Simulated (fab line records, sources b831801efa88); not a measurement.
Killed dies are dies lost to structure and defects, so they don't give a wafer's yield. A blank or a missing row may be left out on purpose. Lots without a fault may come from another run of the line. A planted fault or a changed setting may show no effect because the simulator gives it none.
Which tool did it? | flow sky130 | 12 lots, 36 wafers sampled, at 3 steps of a route of 708

WHAT THE GAUGES READ, wafer by wafer
SKY_PASSIVATION_THK_MEAS_01. Usual: PASSIVATION_CVD_00_THK 90.1 nm, standard deviation 1.1.
lot  | measured     | on            | PASSIVATION_CVD_00_THK (nm) | flag
L758 | day 43 16:27 | film_metro-04 | 89.0 90.2 88.6              |
L759 | day 44 02:41 | film_metro-01 | 90.9 90.5 91.3              |
L760 | day 44 06:01 | film_metro-02 | 89.0 89.2 90.6              |
L761 | day 44 12:33 | film_metro-02 | 89.0 89.8 89.0              |
L766 | day 46 03:08 | film_metro-01 | 90.6 92.1 91.7              |
L767 | day 46 10:51 | film_metro-04 | 91.9 91.4 91.7              |
L769 | day 47 10:42 | film_metro-04 | 89.3 89.5 90.5              |
L773 | day 48 02:26 | film_metro-01 | 89.1 88.9 91.0              |
L774 | day 48 03:58 | film_metro-04 | 90.3 91.6 90.0              |
L776 | day 48 05:10 | film_metro-04 | 89.2 90.1 90.6              |
L779 | day 48 23:58 | film_metro-02 | 88.3 89.8 90.1              |
L780 | day 49 05:28 | film_metro-01 | 90.1 90.5 91.7              |

WHICH TOOL RAN EACH LOT (tool, then ch and the chambers of the sampled wafers, then the start)
lot  | SKY_VIA4_STRIP_14               | SKY_METAL5_DESCUM_14
L758 | wet_bench-03 ch 1, day 42 15:44 | rie_metal-02 ch 0,1, day 43 15:28
L759 | wet_bench-04 ch 3, day 43 01:20 | rie_metal-01 ch 0,1, day 44 01:38
L760 | wet_bench-02 ch 1, day 43 04:52 | rie_metal-01 ch 0,1, day 44 05:05
L761 | wet_bench-02 ch 3, day 43 11:19 | rie_metal-02 ch 0,1, day 44 11:40
L766 | wet_bench-04 ch 0, day 45 03:32 | rie_metal-02 ch 0,1, day 46 01:46
L767 | wet_bench-03 ch 2, day 45 12:08 | rie_metal-02 ch 0,1, day 46 09:58
L769 | wet_bench-03 ch 3, day 46 13:14 | rie_metal-02 ch 0,1, day 47 09:49
L773 | wet_bench-04 ch 0, day 47 04:46 | rie_metal-01 ch 0,1, day 48 01:31
L774 | wet_bench-02 ch 2, day 47 06:38 | rie_metal-01 ch 1, day 48 03:04
L776 | wet_bench-04 ch 3, day 47 08:02 | rie_metal-04 ch 0,1, day 48 04:17
L779 | wet_bench-02 ch 3, day 48 03:23 | rie_metal-04 ch 0,1, day 48 23:05
L780 | wet_bench-02 ch 3, day 48 09:02 | rie_metal-04 ch 0,1, day 49 04:34
- SKY_VIA4_STRIP_14: strips in post etch residue remover, time 1200 s.
- SKY_METAL5_DESCUM_14: chemistry O2, time 11 s.

WHAT THE TOOLS THEMSELVES READ (means of the sampled wafers that have a number; where no wafer has one, the mark that the record gives instead)
SKY_METAL5_DESCUM_14. Usual: drypump_motor_current_A 5.9 A, standard deviation 0.39; oes_product_au 1.005 a.u., standard deviation 0.0095; rf_fwd_power_W 147.5 W, standard deviation 0.9.
lot  | tool         | drypump_motor_current_A (A) | oes_product_au (a.u.) | rf_fwd_power_W (W) | flag
L758 | rie_metal-02 | 6.4                         | 1.013                 | 146.8              |
L759 | rie_metal-01 | 5.7                         | 0.992                 | 148.1              |
L760 | rie_metal-01 | 5.7                         | 0.995                 | 147.9              |
L761 | rie_metal-02 | 6.4                         | 1.010                 | 146.7              |
L766 | rie_metal-02 | 6.4                         | 1.005                 | 146.5              |
L767 | rie_metal-02 | 6.4                         | 1.004                 | 147.1              |
L769 | rie_metal-02 | 6.4                         | 0.999                 | 147.3              |
L773 | rie_metal-01 | 5.7                         | 0.996                 | 148.2              |
L774 | rie_metal-01 | 5.6                         | 0.999                 | 147.9              |
L776 | rie_metal-04 | 5.8                         | 1.015                 | 148.3              |
L779 | rie_metal-04 | 5.5                         | 1.015                 | 146.9              |
L780 | rie_metal-04 | 5.5                         | 1.006                 | 146.8              |

THE ANSWER, worked out from the rows above alone
Rule: a lot is off if the mean of its wafers that have a number lies more than 3 standard deviations from the usual mean. A lot without any number at a reading at which 4 lots or more have one is off too. The other lots that the step has rows for count as sound. The gauges are gone through in route order, then the tools' own readings, and for those a lot's mean is taken as printed above. The first step at which some lot is off is used, and at that step the reading that is off furthest; a lot without a number counts as furthest.
No lot is off at any reading shown: from this, nothing can be told.

WHAT THE SIMULATOR HAD PUT IN
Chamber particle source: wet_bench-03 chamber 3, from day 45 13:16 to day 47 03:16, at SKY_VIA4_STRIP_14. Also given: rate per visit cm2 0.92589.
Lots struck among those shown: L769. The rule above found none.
